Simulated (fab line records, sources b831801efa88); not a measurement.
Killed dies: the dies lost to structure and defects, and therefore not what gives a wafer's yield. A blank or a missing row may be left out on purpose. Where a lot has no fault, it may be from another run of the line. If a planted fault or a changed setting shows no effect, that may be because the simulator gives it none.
Which tool did it? | flow gf180mcu | 7 lots, 21 wafers sampled, at 2 steps of a route of 602

== WHAT EACH GAUGE READ, for each wafer ==
GF_V5_OVL_MEAS_15.
lot  | measured     | on         | V5_OVL (nm)
L839 | day 27 16:12 | overlay-01 | -9 -4 -3
L841 | day 28 13:52 | overlay-02 | -15 -5 -11
L845 | day 29 07:22 | overlay-02 | 4 3 -5
L848 | day 30 11:00 | overlay-01 | -9 2 -7
L851 | day 31 04:52 | overlay-01 | 4 -10 -2
L856 | day 32 13:30 | overlay-01 | -2 -5 -1
L858 | day 32 21:15 | overlay-01 | -11 -1 -6

== TOOL THAT RAN EACH LOT (tool first, then ch and the chambers of the sampled wafers, then the start) ==
lot  | GF_M2_SPUTTER_04
L839 | pvd-sputter-04, day 18 18:41
L841 | pvd-sputter-04, day 19 20:04
L845 | pvd-sputter-02, day 20 17:11
L848 | pvd-sputter-01, day 22 05:06
L851 | pvd-sputter-04, day 23 02:54
L856 | pvd-sputter-04, day 24 21:08
L858 | pvd-sputter-04, day 25 06:14
- GF_M2_SPUTTER_04: material TiN, target thk 50 nm, time 41.7 s.

== THE ANSWER, worked out from the rows above alone ==
Rule: the usual values come from the lots themselves. The widest of any qualifying gaps counts: lots, ordered by their means at a reading, are off when they make up no more than a third of the lots, leave a main group of 4 or more, and stand apart from it by 3 or more times the standard deviation of that group's means. A main group whose means are all the same, to the digits that the tables above print for the reading, isn't used. A lot without any number at a reading at which 4 lots or more have one is off too. The other lots that the step has rows for count as sound.
No lot is off at any reading shown: from this, nothing can be told.

== WHAT THE SIMULATOR HAD PUT IN ==
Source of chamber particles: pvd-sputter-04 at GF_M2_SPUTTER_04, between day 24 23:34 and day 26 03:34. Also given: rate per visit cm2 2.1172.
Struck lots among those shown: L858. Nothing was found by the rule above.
